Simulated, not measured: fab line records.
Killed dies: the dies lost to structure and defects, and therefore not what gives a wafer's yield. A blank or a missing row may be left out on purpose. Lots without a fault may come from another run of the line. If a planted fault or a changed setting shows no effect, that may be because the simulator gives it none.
The same fault as seen by 2 desks ; flow sky130 ; every desk sees just its own numbers, and what lay behind them comes last

FOR THE TOOL OWNER'S DESK: cmp-02
The tool's own readings at SKY_FIELD_ISO_CMP_27 (polishes, stops on Si3N4, t overpolish 16 s, target thk 457.8 nm): means of the sampled wafers that have a number, for each lot that ran on this tool. The brackets show how far a lot's mean lies from the usual mean; more than 4 standard deviations puts the lot out of limits, marked OUT.
Columns: A = motor-current-A at SKY_FIELD_ISO_CMP_27, usual 10.9 A; B = overpolish-run-s at SKY_FIELD_ISO_CMP_27, usual 15.999 s; C = time-to-endpoint-s at SKY_FIELD_ISO_CMP_27, usual 114 s
lot;first seen here;A;B;C
L900;day 2 20:35;11.2;15.998;112
L901;day 3 00:11;11.7;15.998;117
L902;day 3 06:57;10.9;15.993;113
L903;day 3 11:30;11.6;15.999;114
L907;day 4 07:52;11.0;16.005;115
L909;day 4 17:43;10.8;15.995;118
L912;day 5 09:26;11.4;16.001;183 (+19) OUT
L914;day 5 20:05;13.0;16.006;170 (+15) OUT
This desk's finding: out of limits on L912, L914; first on L912, day 5 09:26 (time-to-endpoint-s at SKY_FIELD_ISO_CMP_27). L900, L901, L902, L903, L907, L909 stayed within limits.

FROM THE METROLOGY DESK
What the gauges read for every lot (on any tool): the sampled wafers with a number, averaged. The brackets show how far a lot's mean lies from the usual mean; more than 4 standard deviations puts the lot out of limits, marked OUT.
Columns: A = cd-nm at SKY_FIELD_ISO_CD_MEAS_13, usual 149.4 nm; B = NWELL_OXIDATION_THK at SKY_NWELL_THK_MEAS_02, usual 9.97 nm
lot;first seen here;A;B
L900;day 2 15:56;150.9;10.16
L901;day 2 19:19;148.7;10.37
L902;day 3 03:22;150.6;9.74
L903;day 3 07:19;149.0;9.94
L904;day 3 13:23;147.7;10.15
L905;day 3 17:30;147.6;9.74
L906;day 3 22:21;149.4;9.97
L907;day 4 02:28;148.5;10.12
L909;day 4 13:17;150.4;9.77
L910;day 4 21:59;151.0;9.91
L912;day 5 05:55;149.9;9.93
L914;day 5 16:22;150.6;10.14
L920;day 6 23:22;148.4;10.16
This desk's finding: nothing out of limits on any of the 13 lots.

BROUGHT TOGETHER
At day 5 09:26, on L912, L914, the tool owner's desk was in a position to raise an alarm.
From the metrology desk's view, nothing was out of limits.
The metrology desk has L912, L914 on record, within its limits.
The lots listed all ran SKY_FIELD_ISO_CMP_27 on cmp-02.

WHAT THE SIMULATOR PUT IN
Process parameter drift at SKY_FIELD_ISO_CMP_27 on cmp-02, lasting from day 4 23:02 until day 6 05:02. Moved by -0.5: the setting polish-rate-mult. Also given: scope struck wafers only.
Shown lots that were struck: L912, L914.
Hours from the fault's start to each desk's first reading out of limits: the tool owner's desk, 10.
